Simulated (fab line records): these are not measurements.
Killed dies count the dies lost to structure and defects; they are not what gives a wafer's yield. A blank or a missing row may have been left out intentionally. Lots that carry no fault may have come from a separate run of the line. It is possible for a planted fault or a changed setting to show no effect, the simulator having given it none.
Split-lot experiment | flow sky130 | 5 lots, 23 wafers read, on a route of 708 steps

## ABOUT THE SPLIT
At SKY_FIELD_ISO_EXPOSE_10 (exposes mask FOM, target cd 150 nm), the setting dose mj was moved away from the recipe's 28 on 7 of the 23 wafers read, by -5.2% to +6.4%. This setting was run at the recipe's value on the other wafers.

## FROM THE SPLIT TO THE READING: what the file shows between them, 2 steps
- SKY_FIELD_ISO_PEB_11
- SKY_FIELD_ISO_DEVELOP_12: develop time 60 s

## THE READING
At SKY_FIELD_ISO_CD_MEAS_13: cd nm in nanometres, against a target cd of 150 nm. Fault-free wafers of this fab line usually give 150.0 nm, standard deviation 1.5 nm.

wafer  | tool, chamber at the split | dose mj as run | against the recipe | cd nm, nm | against lot-mates on the recipe
L074.1 | krf scanner-02, 0          | 28             | recipe             | 152.8     | -
L074.3 | krf scanner-02, 0          | 28             | recipe             | 151.2     | -
L074.4 | krf scanner-02, 0          | 28             | recipe             | 151.4     | -
L074.5 | krf scanner-02, 0          | 28             | recipe             | 151.0     | -
L074.6 | krf scanner-02, 0          | 28             | recipe             | 151.1     | -
L079.4 | krf scanner-02, 0          | 28             | recipe             | 151.7     | -
L079.5 | krf scanner-02, 0          | 28             | recipe             | 150.7     | -
L079.6 | krf scanner-02, 0          | 28             | recipe             | 150.0     | -
L082.1 | krf scanner-02, 0          | 29.77          | +6.3%              | 136.5     | -13.8
L082.2 | krf scanner-02, 0          | 28             | recipe             | 150.4     | -
L082.4 | krf scanner-02, 0          | 29.77          | +6.3%              | 138.3     | -12.0
L082.5 | krf scanner-02, 0          | 28             | recipe             | 150.2     | -
L082.6 | krf scanner-02, 0          | 29.77          | +6.3%              | 137.6     | -12.7
L083.1 | krf scanner-02, 0          | 29.78          | +6.4%              | 139.7     | -10.4
L083.2 | krf scanner-02, 0          | 28             | recipe             | 150.3     | -
L083.3 | krf scanner-02, 0          | 28             | recipe             | 150.5     | -
L083.4 | krf scanner-02, 0          | 29.78          | +6.4%              | 138.2     | -11.9
L083.5 | krf scanner-02, 0          | 28             | recipe             | 149.5     | -
L084.1 | krf scanner-01, 0          | 26.54          | -5.2%              | 161.0     | +10.5
L084.2 | krf scanner-01, 0          | 28             | recipe             | 150.4     | -
L084.3 | krf scanner-01, 0          | 28             | recipe             | 150.0     | -
L084.5 | krf scanner-01, 0          | 26.54          | -5.2%              | 161.4     | +10.9
L084.6 | krf scanner-01, 0          | 28             | recipe             | 151.0     | -

FIT RESULTS
A straight line over all 23 wafers: cd nm changes by -2 nm for each +1% of dose mj; r = -0.99; the points scatter about the line by 0.85 nm.
The same after taking each lot's own level away (the mean of its wafers on the recipe; 23 wafers): -1.96 nm for each +1%; r = -0.99; scatter 0.75 nm.
Per that fit: largest dose mj move, reading shift of 12 nm.
The span of the lots' own levels, 150.10 to 151.50 nm, comes to 0.9 times the standard deviation stated above.
Consequently the slope shifts little with the lot-to-lot level, the two slopes agreeing.
Check: with one of the wafers moved furthest among these (+6.4%) left out of the fit, the line predicts -12.7 nm for it against its lot-mates. It came out at -10.4 nm against them.

## OTHER SPLITS ON THESE WAFERS
Before the reading, these wafers also passed through other splits. Each is held against what the fit with the lots' levels taken away leaves over:
other split on the same wafers    | wafers away from the commonest value | r with cd nm (lot level and that fit taken away)
SKY_FIELD_ISO_OXIDATION_01 temp c | 15                                   | +0.09

## THE WHOLE CHAIN: every reading that the file lists as answering this split, in the file's order
step                     | what it does                                                                 | reading                                                          | change (the file's fit)              | r (the file's)
SKY_FIELD_ISO_CD_MEAS_13 | target cd 150 nm                                                             | cd nm                                                            | -1.94 nm for each +1% of the setting | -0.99
SKY_FIELD_ISO_ETCH_14    | etches BARC in N2/H2, stops on SiO2, time 45.9 s, target depth 60 nm         | FIELD_ISO.cd nm (the simulator's own value, which no gauge read) | -1.97 nm for each +1% of the setting | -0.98
SKY_FIELD_ISO_ETCH_15    | etches the open film in CHF3/O2, stops on Si, target depth 180 nm, time 72 s | FIELD_ISO.cd nm (the simulator's own value, which no gauge read) | -2.07 nm for each +1% of the setting | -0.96

## FILE'S OWN FIT
cd nm changes by -1.94 nm for each +1% of dose mj, r = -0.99.
